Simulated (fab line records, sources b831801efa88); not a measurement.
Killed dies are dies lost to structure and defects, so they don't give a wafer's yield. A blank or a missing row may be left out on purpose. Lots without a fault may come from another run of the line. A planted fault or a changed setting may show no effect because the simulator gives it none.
Which tool did it? | flow sky130 | 7 lots, 21 wafers sampled, at 2 steps of a route of 708

WHAT THE GAUGES READ, wafer by wafer
SKY_LDD_LDN_TW_MEAS_13.
lot  | measured     | on            | LDD_LDN_TW
L339 | day 23 02:50 | film_metro-03 | 1483 1491 1484
L344 | day 25 16:59 | film_metro-02 | 1476 1483 1478
L347 | day 26 07:08 | film_metro-02 | 1487 1492 1493
L350 | day 27 20:32 | film_metro-03 | 1487 1495 1491
L354 | day 28 10:47 | film_metro-03 | 1358 1348 1361
L359 | day 30 10:32 | film_metro-04 | 1496 1490 1482
L361 | day 30 22:02 | film_metro-04 | 1486 1486 1483

WHICH TOOL RAN EACH LOT (tool, then ch and the chambers of the sampled wafers, then the start)
lot  | SKY_LDD_LDN_IMPLANT_08
L339 | implanter-03 ch 0, day 23 02:08
L344 | implanter-03 ch 0, day 25 16:19
L347 | implanter-03 ch 0, day 26 06:28
L350 | implanter-03 ch 0, day 27 19:50
L354 | implanter-03, day 28 10:05
L359 | implanter-01 ch 0, day 30 09:50
L361 | implanter-01 ch 0, day 30 21:22
- SKY_LDD_LDN_IMPLANT_08

THE ANSWER, worked out from the rows above alone
Rule: what is usual is taken from the lots themselves. Put in order of their means at a reading, lots are off if they are a third of the lots or fewer, leave a main group of 4 or more, and stand apart from it by a gap of 3 or more times the standard deviation of the main group's means; of several such gaps the widest counts. A main group whose means are all the same, to the digits that the tables above print for the reading, isn't used. A lot without any number at a reading at which 4 lots or more have one is off too. The other lots that the step has rows for count as sound.
Off: L354, at SKY_LDD_LDN_TW_MEAS_13 (LDD_LDN_TW). The main group: mean 1487, standard deviation 4.2.
A tool fits if, at a process step before that reading, it ran every lot that is off, and no sound lot after the first of them. The gauges at SKY_LDD_LDN_TW_MEAS_13 are tried like those tools. Can't be told from this: 2 tools fit, implanter-03 at SKY_LDD_LDN_IMPLANT_08, film_metro-03 at SKY_LDD_LDN_TW_MEAS_13.

WHAT THE SIMULATOR HAD PUT IN
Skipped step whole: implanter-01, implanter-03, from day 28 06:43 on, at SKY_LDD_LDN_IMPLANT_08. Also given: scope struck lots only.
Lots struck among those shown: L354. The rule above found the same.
